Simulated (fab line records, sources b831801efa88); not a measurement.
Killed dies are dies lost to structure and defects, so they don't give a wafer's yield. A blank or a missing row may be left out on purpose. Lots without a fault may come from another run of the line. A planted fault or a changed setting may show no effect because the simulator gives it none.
Problem report in the 8D (eight disciplines) form, filled by code | flow sky130 | the parts of the form that need people (team, actions taken, sign-off) are left out

1. THE PROBLEM
cd_nm at SKY_SONOS_TUNNEL_CD_MEAS_07 reads a mean of 395.3 nm on 3 wafers of 2 lots; wafers without a fault read 410.0 nm with a standard deviation of 2.4. That is -6.1 standard deviations from the usual mean.
The step: target cd 410 nm.
First seen on wafer L295.2, day 16 20:20, on cd_sem-02. The record holds 42 wafers of 14 lots with a number at this step. Rule for "out", or "out of limits": more than 4 standard deviations from the usual mean. The other wafers with a number count as sound.

2. WHAT IT IS AND WHAT IT IS NOT
question                    | is                     | is not
which readings at this step | cd_nm                  | -
which lots                  | L295, L296             | L278, L279, L280, L281, L282, L284, L285, L286, L287, L298, L300, L301
which wafers of those lots  | L295.2, L295.6, L296.6 | L295.3, L296.1, L296.5
read on which gauges        | cd_sem-01, cd_sem-02   | -
when                        | from day 16 20:20      | up to then (28 sound wafers); but 11 sound wafers of L296, L298, L300, L301 came after

3. SUSPECTS, AND WHAT RULES EACH OUT
Counting: a tool at a process step up to the reading stays a suspect if it ran every lot that is out. Sound lots after the first of them don't rule it out here, since some wafers of a struck lot are sound.
- the gauge at SKY_SONOS_TUNNEL_CD_MEAS_07: ruled out. The wafers that are out were read on 2 gauges (cd_sem-01, cd_sem-02).
- litho_track-04 at SKY_SONOS_TUNNEL_DEVELOP_06 (develop time 60 s): kept. It ran every lot that is out, first L295 (day 16 20:11); its last sound lot up to then is L281 (day 12 09:10).
Left after counting: litho_track-04 at SKY_SONOS_TUNNEL_DEVELOP_06.

4. THE CAUSE (what the simulator had put in)
Process parameter drift: litho_track-04, from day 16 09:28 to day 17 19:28, at SKY_SONOS_TUNNEL_DEVELOP_06. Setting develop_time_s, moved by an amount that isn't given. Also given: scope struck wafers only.
Counting left only this tool.

5. THE CHAIN OF EFFECTS, in route order
Each row: a reading whose mean over the struck wafers that have a number lies more than 3 standard deviations from the usual. Only readings for which the record gives a usual standard deviation are gone through. hours: the time from each lot's start at the first step in this table that gives one to its start at this step, as a median over the lots. sigmas: the change in usual standard deviations.
hours | step                        | reading | usual    | on struck wafers | change | sigmas
0     | SKY_SONOS_TUNNEL_CD_MEAS_07 | cd_nm   | 410.0 nm | 395.3            | -14.7  | -6.1

6. WHAT WOULD HAVE CAUGHT IT SOONER
In this record the first reading out of limits at a measuring or inspecting step was taken at day 16 20:20, 11 hours after the fault began at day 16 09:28.
Of the lots that are out (2), L296 began SKY_SONOS_TUNNEL_DEVELOP_06 on litho_track-04 after day 16 20:20. A hold on the tool at that time would have spared it.
